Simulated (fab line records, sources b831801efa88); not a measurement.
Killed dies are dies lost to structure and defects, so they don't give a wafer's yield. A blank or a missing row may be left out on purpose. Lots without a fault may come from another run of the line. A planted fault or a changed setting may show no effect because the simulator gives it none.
A struck lot beside a sound one | flow sky130 | 15 steps out of a route of 708
Sound: wafers L478.3, L478.5, L478.6. Struck: wafers L485.1, L485.3. (L485.4 of the same lot was not struck and is left out.) The cause comes at the end.
At each step with rows: each side's tool, then ch and its chambers, then its first start. Under that, the readings that differ: sound wafers | struck wafers | difference of the means | sigmas: that difference in standard deviations of wafers without a fault.
alike: readings whose means differ by less than 2 such deviations, and words and numbers that are the same on both sides. not compared: withheld readings, readings that some wafer has no value for, bounds like >300 that may hide the same value, and numbers for which the record gives no deviation and whose values overlap.
The two part at a step that has a row with sigmas, a row that says differs or no value, or rows on one side only. Numbers that don't overlap but have no deviation are shown without sigmas and don't part them. A reading that every wafer of one side lacks parts them only if that side has two wafers or more.

first, 7 steps without rows for these wafers: SKY_METAL3_HMDS_06 (prime time 60 s); SKY_METAL3_COAT_07 (resist thk 60 nm); SKY_METAL3_COAT_08 (resist thk 1140 nm); SKY_METAL3_SOFTBAKE_09 (time 90 s); SKY_METAL3_EXPOSE_10 (exposes mask MM3, target cd 300 nm); SKY_METAL3_PEB_11; SKY_METAL3_DEVELOP_12 (develop time 60 s).
SKY_METAL3_CD_MEAS_13: target cd 300 nm.
  sound on cd_sem-02, day 42 02:26; struck on cd_sem-01, day 44 03:20
  alike: cd_nm
SKY_METAL3_OVL_MEAS_14:
  sound on overlay-02, day 42 02:31; struck on overlay-02, day 44 03:28
  alike: METAL3_OVL
SKY_METAL3_DESCUM_15: chemistry O2, time 8 s.
  sound on rie_metal-04 ch 0,1, day 42 02:34; struck on rie_metal-02 ch 0, day 44 03:29
  reading               | sound             | struck      | difference | sigmas
  oes_product_au (a.u.) | 1.015 1.004 0.993 | 1.031 1.028 | +0.026     | +2
  alike: drypump_motor_current_A
  not compared: rf_hours_counter_h
SKY_METAL3_ETCH_16: etches BARC in N2/H2, stops on SiO2, time 88.2 s, target depth 60 nm.
  sound on rie_metal-04 ch 0,1, day 42 02:37; struck on rie_metal-02 ch 0, day 44 03:32
  alike: bias_w, drypump_motor_current_A, n2_flow_sccm, oes_product_au, throttle_valve_pct
  not compared: rf_hours_counter_h
SKY_METAL3_ETCH_17: etches SiO2 in C4F8/O2/Ar, stops on TiN, time 3.9 s, target depth 15 nm.
  sound on rie_diel-02 ch 1,2,3, day 42 02:41; struck on rie_diel-02 ch 2,3, day 44 03:37
  alike: bias_w, oes_product_au
  not compared: rf_hours_counter_h
SKY_METAL3_METAL_ETCH_18: etches the open film in Cl2/BCl3, stops on SiO2, target depth 845 nm, time 183.1 s.
  sound on rie_metal-03 ch 0,1, day 42 02:46; struck on rie_metal-04 ch 0, day 44 03:38
  reading                                       | sound             | struck      | difference | sigmas
  bias_w (W)                                    | 48.59 48.61 48.37 | 56.20 56.18 | +7.67      | +51
  model.KrF-thick_of_METAL3_COAT_08.thk_nm (nm) | 532.7 530.6 534.5 | 478.3 475.8 | -55.6      |
  model.SiO2_of_VIA2_HDPCVD_00.thk_nm (nm)      | 467.3 466.3 467.5 | 460.4 462.9 | -5.4       |
  alike: drypump_motor_current_A, oes_product_au, throttle_valve_pct
  not compared: rf_hours_counter_h
SKY_METAL3_STRIP_19: strips in O2/N2.
  sound on plasma_asher-02 ch 0,1, day 42 02:55; struck on plasma_asher-03 ch 0, day 44 03:49
  reading                      | sound             | struck      | difference | sigmas
  oes_product_au (a.u.)        | 0.504 0.502 0.510 | 0.483 0.486 | -0.021     | -4
  strip_time_to_endpoint_s (s) | 6.57 6.58 6.62    | 6.04 6.02   | -0.56      | -6
  alike: drypump_motor_current_A, n2_flow_sccm
  not compared: rf_hours_counter_h
then, 1 step without rows for these wafers: SKY_METAL3_STRIP_20 (strips in post etch residue remover, time 1200 s).

WHERE THEY PART
First at SKY_METAL3_DESCUM_15; last, within this record, at SKY_METAL3_STRIP_19.

WHY: what the simulator had put in
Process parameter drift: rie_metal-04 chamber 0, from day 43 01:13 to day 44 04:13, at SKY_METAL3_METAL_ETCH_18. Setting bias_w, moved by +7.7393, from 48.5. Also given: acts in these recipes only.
